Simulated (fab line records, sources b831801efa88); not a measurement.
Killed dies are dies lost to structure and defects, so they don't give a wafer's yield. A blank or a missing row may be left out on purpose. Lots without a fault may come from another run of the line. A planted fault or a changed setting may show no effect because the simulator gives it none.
Which tool did it? | flow gf180mcu | 13 lots, 39 wafers sampled, at 4 steps of a route of 602

WHAT THE GAUGES READ, wafer by wafer
GF_VT_IMPLANT_TW_MEAS_21.
lot  | measured     | on            | VT_IMPLANT_2_TW
L979 | day 6 14:02  | film_metro-03 | 1229 1229 1229
L980 | day 6 19:28  | film_metro-04 | 1209 1212 1204
L981 | day 7 01:26  | film_metro-04 | 1205 1212 1212
L984 | day 7 22:47  | film_metro-03 | 1224 1218 1212
L985 | day 8 01:20  | film_metro-04 | 1203 1205 1206
L986 | day 8 09:31  | film_metro-04 | 1205 1210 1200
L988 | day 8 20:08  | film_metro-04 | 1203 1210 1201
L989 | day 9 02:22  | film_metro-03 | 1206 1215 1213
L996 | day 11 06:30 | film_metro-04 | 1092 1092 1094
L997 | day 11 07:31 | film_metro-03 | 1098 1100 1095
L998 | day 11 12:23 | film_metro-04 | 1210 1208 1217
L999 | day 11 19:08 | film_metro-01 | 1213 1219 1217
L100 | day 12 02:55 | film_metro-04 | 1205 1204 1207

GF_SAB_OVL_MEAS_10.
lot  | measured     | on         | SAB_OVL (nm)
L979 | day 15 13:04 | overlay-02 | -2.4 -1.3 -0.3
L980 | day 15 19:44 | overlay-02 | -3.9 -1.4 -0.6
L981 | day 16 11:59 | overlay-01 | -0.8 0.6 -0.6
L984 | day 17 10:43 | overlay-02 | -0.8 -0.6 0.8
L985 | day 17 13:37 | overlay-02 | -1.4 0.1 -1.4
L986 | day 18 01:00 | overlay-02 | 1.5 -1.1 -1.1
L988 | day 18 17:25 | overlay-01 | -2.2 0.3 0.4
L989 | day 19 07:25 | overlay-01 | -1.7 -1.1 -2.5
L996 | day 22 02:06 | overlay-01 | -0.3 -1.4 -0.2
L997 | day 22 07:31 | overlay-02 | 1.6 0.1 1.5
L998 | day 22 07:56 | overlay-02 | -1.2 -0.8 0.9
L999 | day 22 13:01 | overlay-01 | -0.2 2.0 0.2
L100 | day 23 00:06 | overlay-02 | -0.8 -1.9 -1.8

WHICH TOOL RAN EACH LOT (tool, then ch and the chambers of the sampled wafers, then the start)
lot  | GF_VT_IMPLANT_IMPLANT_19        | GF_VT_IMPLANT_STRIP_20
L979 | implanter-03 ch 0, day 6 13:47  | plasma_asher-01 ch 0,1, day 6 13:55
L980 | implanter-01 ch 0, day 6 19:13  | plasma_asher-01 ch 0,1, day 6 19:22
L981 | implanter-04 ch 0, day 7 01:12  | plasma_asher-01 ch 0, day 7 01:19
L984 | implanter-04 ch 0, day 7 22:32  | plasma_asher-03 ch 1, day 7 22:40
L985 | implanter-03 ch 0, day 8 01:07  | plasma_asher-03 ch 0,1, day 8 01:16
L986 | implanter-03 ch 0, day 8 09:18  | plasma_asher-01 ch 0,1, day 8 09:26
L988 | implanter-03 ch 0, day 8 19:55  | plasma_asher-04 ch 0,1, day 8 20:04
L989 | implanter-01 ch 0, day 9 02:09  | plasma_asher-01 ch 0,1, day 9 02:17
L996 | implanter-03 ch 0, day 11 06:15 | plasma_asher-01 ch 0,1, day 11 06:24
L997 | implanter-03 ch 0, day 11 07:17 | plasma_asher-03 ch 0,1, day 11 07:24
L998 | implanter-04 ch 0, day 11 12:08 | plasma_asher-01 ch 0,1, day 11 12:16
L999 | implanter-01 ch 0, day 11 18:53 | plasma_asher-03 ch 0,1, day 11 19:01
L100 | implanter-01 ch 0, day 12 02:41 | plasma_asher-01 ch 0, day 12 02:48
- GF_VT_IMPLANT_IMPLANT_19
- GF_VT_IMPLANT_STRIP_20: strips in O2/N2.

WHAT THE TOOLS THEMSELVES READ (means of the sampled wafers that have a number; where no wafer has one, the mark that the record gives instead)
GF_VT_IMPLANT_IMPLANT_19.
lot  | tool         | dose_ions_cm2 | faraday_current_uA
L979 | implanter-03 | 4.35e+12      | 24.7
L980 | implanter-01 | 4.35e+12      | 24.9
L981 | implanter-04 | 4.35e+12      | 24.8
L984 | implanter-04 | 4.35e+12      | 24.4
L985 | implanter-03 | 4.35e+12      | 24.5
L986 | implanter-03 | 4.35e+12      | 24.2
L988 | implanter-03 | 4.35e+12      | 24.4
L989 | implanter-01 | 4.35e+12      | 25.0
L996 | implanter-03 | 3.15e+12      | 17.7
L997 | implanter-03 | 3.15e+12      | 17.5
L998 | implanter-04 | 4.35e+12      | 24.7
L999 | implanter-01 | 4.35e+12      | 24.4
L100 | implanter-01 | 4.35e+12      | 24.3

GF_VT_IMPLANT_STRIP_20.
lot  | tool            | drypump_motor_current_A (A) | heater_power_w (W) | oes_product_au (a.u.) | strip_time_to_endpoint_s (s)
L979 | plasma_asher-01 | 5.2                         | 351                | 0.715                 | 12.67
L980 | plasma_asher-01 | 5.2                         | 353                | 0.715                 | 12.68
L981 | plasma_asher-01 | 5.9                         | 373                | 0.713                 | 12.60
L984 | plasma_asher-03 | 5.9                         | 290                | 0.720                 | 12.63
L985 | plasma_asher-03 | 5.2                         | 329                | 0.711                 | 12.68
L986 | plasma_asher-01 | 5.6                         | 367                | 0.717                 | 12.72
L988 | plasma_asher-04 | 5.3                         | 379                | 0.714                 | 12.65
L989 | plasma_asher-01 | 5.6                         | 362                | 0.714                 | 12.62
L996 | plasma_asher-01 | 5.2                         | 353                | 0.714                 | 12.67
L997 | plasma_asher-03 | 5.2                         | 331                | 0.715                 | 12.68
L998 | plasma_asher-01 | 5.2                         | 349                | 0.718                 | 12.66
L999 | plasma_asher-03 | 5.3                         | 320                | 0.715                 | 12.64
L100 | plasma_asher-01 | 6.0                         | 372                | 0.715                 | 12.64

THE ANSWER, worked out from the rows above alone
Rule: what is usual is taken from the lots themselves. Put in order of their means at a reading, lots are off if they are a third of the lots or fewer, leave a main group of 4 or more, and stand apart from it by a gap of 3 or more times the standard deviation of the main group's means; of several such gaps the widest counts. A main group whose means are all the same, to the digits that the tables above print for the reading, isn't used. A lot without any number at a reading at which 4 lots or more have one is off too. The other lots that the step has rows for count as sound. The gauges are gone through in route order, then the tools' own readings, and for those a lot's mean is taken as printed above. The first step at which some lot is off is used, and at that step the reading that is off furthest; a lot without a number counts as furthest.
Off: L996, L997, at GF_VT_IMPLANT_TW_MEAS_21 (VT_IMPLANT_2_TW). The main group: mean 1211, standard deviation 7.1.
A tool fits if, at a process step before that reading, it ran every lot that is off, and no sound lot after the first of them. The gauges at GF_VT_IMPLANT_TW_MEAS_21 aren't tried: what is off there is off at GF_VT_IMPLANT_IMPLANT_19 too, on other tools, and a gauge's error can't cause that. One fits: implanter-03 at GF_VT_IMPLANT_IMPLANT_19. Its last sound lot is L988 (day 8 19:55), its first lot that is off L996 (day 11 06:15): a fault that began between those two fits.
The tool's own readings at GF_VT_IMPLANT_IMPLANT_19 bear it out: on the lots that are off they differ by more than 5 times the standard deviation of the sound lots' means. dose_ions_cm2 reads 3.15e+12 there against 4.35e+12 on the sound lots; faraday_current_uA reads 17.6 there against 24.6 on the sound lots.

WHAT THE SIMULATOR HAD PUT IN
Process parameter drift: implanter-03, from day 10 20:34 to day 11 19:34, at GF_VT_IMPLANT_IMPLANT_19. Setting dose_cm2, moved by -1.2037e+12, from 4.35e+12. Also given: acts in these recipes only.
Lots struck among those shown: L996, L997. The rule above found the same.
